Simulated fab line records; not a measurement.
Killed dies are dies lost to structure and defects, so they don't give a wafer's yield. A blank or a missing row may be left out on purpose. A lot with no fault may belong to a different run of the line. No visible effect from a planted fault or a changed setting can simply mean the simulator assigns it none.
A struck lot beside a sound one + flow sky130 + 16 steps out of a route of 708
Sound: wafers L442.2, L442.3, L442.5. The struck wafers were L446.2, L446.3, L446.5. The cause comes at the end.
Order at every step that has rows: each side's tool, ch and its chambers, its first start. Under that, the readings that differ: sound wafers + struck wafers + difference of the means + sigmas: that difference in standard deviations of wafers without a fault.
alike: words and numbers the same on both sides, and readings whose means are apart by under 2 such deviations; not compared: readings that were withheld, readings missing a value for some wafer, numbers with overlapping values and no deviation given by the record, and bounds like >300 which may hide the same value.
Wherever a step has rows on one side only, a row that says differs or no value, or a row with sigmas, the two part there. When numbers do not overlap yet have no deviation, they are printed without sigmas and do not part them. A reading missing from all wafers of one side parts the sides only when that side holds two or more wafers.

first, 7 steps without rows for these wafers: SKY_METAL4_HMDS_06 (prime time 60 s); SKY_METAL4_COAT_07 (resist thk 60 nm); SKY_METAL4_COAT_08 (resist thk 1140 nm); SKY_METAL4_SOFTBAKE_09 (time 90 s); SKY_METAL4_EXPOSE_10 (exposes mask MM4, target cd 300 nm); SKY_METAL4_PEB_11; SKY_METAL4_DEVELOP_12 (develop time 60 s).
SKY_METAL4_CD_MEAS_13: the cd target is 300 nm.
  struck on cd_sem-01, day 46 07:58; sound on cd_sem-02, day 44 22:04
  alike: cd_nm
SKY_METAL4_OVL_MEAS_14:
  struck on overlay-02, day 46 08:04; sound on overlay-02, day 44 22:10
  alike: METAL4_OVL
SKY_METAL4_DESCUM_15: chemistry O2, time 8 s.
  sound on rie_metal-02 ch 1, day 44 22:12; struck on rie_metal-03 ch 0, day 46 08:05
  alike: drypump_motor_current_A, oes_product_au
  not compared: rf_hours_counter_h
SKY_METAL4_ETCH_16: etches BARC in N2/H2, stops on SiO2, time 88.2 s, target depth 60 nm.
  sound on rie_metal-02 ch 1, day 44 22:17; struck on rie_metal-03 ch 0, day 46 08:08
  alike: drypump_motor_current_A, oes_product_au, rf_fwd_power_W, throttle_valve_pct
  not compared: rf_hours_counter_h
SKY_METAL4_ETCH_17: etches SiO2 in C4F8/O2/Ar, stops on TiN, time 3.9 s, target depth 15 nm.
  sound on rie_diel-02 ch 1,2, day 44 22:27; struck on rie_diel-02 ch 0,2,3, day 46 08:13
  alike: oes_product_au, rf_fwd_power_W
  not compared: rf_hours_counter_h
SKY_METAL4_METAL_ETCH_18: etches the open film in Cl2/BCl3, stops on SiO2, target depth 845 nm, time 183.1 s.
  sound on rie_metal-04 ch 0,1, day 44 22:28; struck on rie_metal-04 ch 0,1, day 46 08:14
| reading                                       | sound             | struck               | difference | sigmas |
|-----------------------------------------------|-------------------|----------------------|------------|--------|
| rf_fwd_power_W (W)                            | 897.3 897.3 897.3 | 1041.6 1043.4 1043.4 | +145.5     | +58    |
| model.KrF-thick_of_METAL4_COAT_08.thk_nm (nm) | 537.3 523.3 531.3 | 444.8 443.5 444.2    | -86.5      |        |
| model.METAL4.cd_nm (nm)                       | 297.6 298.1 296.2 | 291 289.4 290.5      | -7         |        |
| model.SiO2_of_VIA3_HDPCVD_00.thk_nm (nm)      | 435.8 435.8 434.5 | 431.7 431.6 433.9    | -3.0       |        |
  alike: drypump_motor_current_A, oes_product_au, throttle_valve_pct
  not compared: rf_hours_counter_h
SKY_METAL4_STRIP_19: strips in O2/N2.
  sound on plasma_asher-01 ch 0, day 44 22:39; struck on plasma_asher-03 ch 0,1, day 46 08:25
| reading                      | sound             | struck            | difference | sigmas |
|------------------------------|-------------------|-------------------|------------|--------|
| oes_product_au (a.u.)        | 0.511 0.502 0.500 | 0.466 0.468 0.469 | -0.037     | -7     |
| strip_time_to_endpoint_s (s) | 6.64 6.49 6.56    | 5.71 5.71 5.71    | -0.85      | -16    |
  alike: drypump_motor_current_A
  not compared: rf_hours_counter_h
then, 1 step without rows for these wafers: SKY_METAL4_STRIP_20 (strips in post etch residue remover, time 1200 s).
-- the record jumps here: 3 days lie between the struck wafers' starts before and after (it left off in module METAL4 and takes up again in module PAD_OPEN, whose first step shown is number 708 of the route) --
SKY_PAD_OPEN_PROBE_99:
  struck on prober-01, day 49 18:06; sound on prober-02, day 48 12:42
| reading                        | sound             | struck            | difference | sigmas |
|--------------------------------|-------------------|-------------------|------------|--------|
| model.etest.met4.width_nm (nm) | 301.2 295.6 294.4 | 293.5 289.1 287.6 | -7.0       |        |
  alike: defect_limited_yield, killed_at_M0_to_M3, killed_at_M4_up, killed_at_contacts, killed_at_front_end, killed_at_other, killed_dies, killed_open, killed_short, sort_bin_3_pad_short, sort_bin_5_function, sort_bin_6_memory, sort_n_pass, sort_yield_pct
  not compared: model.etest.met4.line_ohm_um

WHERE THEY PART
First at SKY_METAL4_METAL_ETCH_18; last, within this record, at SKY_METAL4_STRIP_19. Later steps at which nothing parts them and some readings are alike: SKY_PAD_OPEN_PROBE_99.

WHY: what the simulator had put in
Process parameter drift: rie_metal-04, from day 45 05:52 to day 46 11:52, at SKY_METAL4_METAL_ETCH_18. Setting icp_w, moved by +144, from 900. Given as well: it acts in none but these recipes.
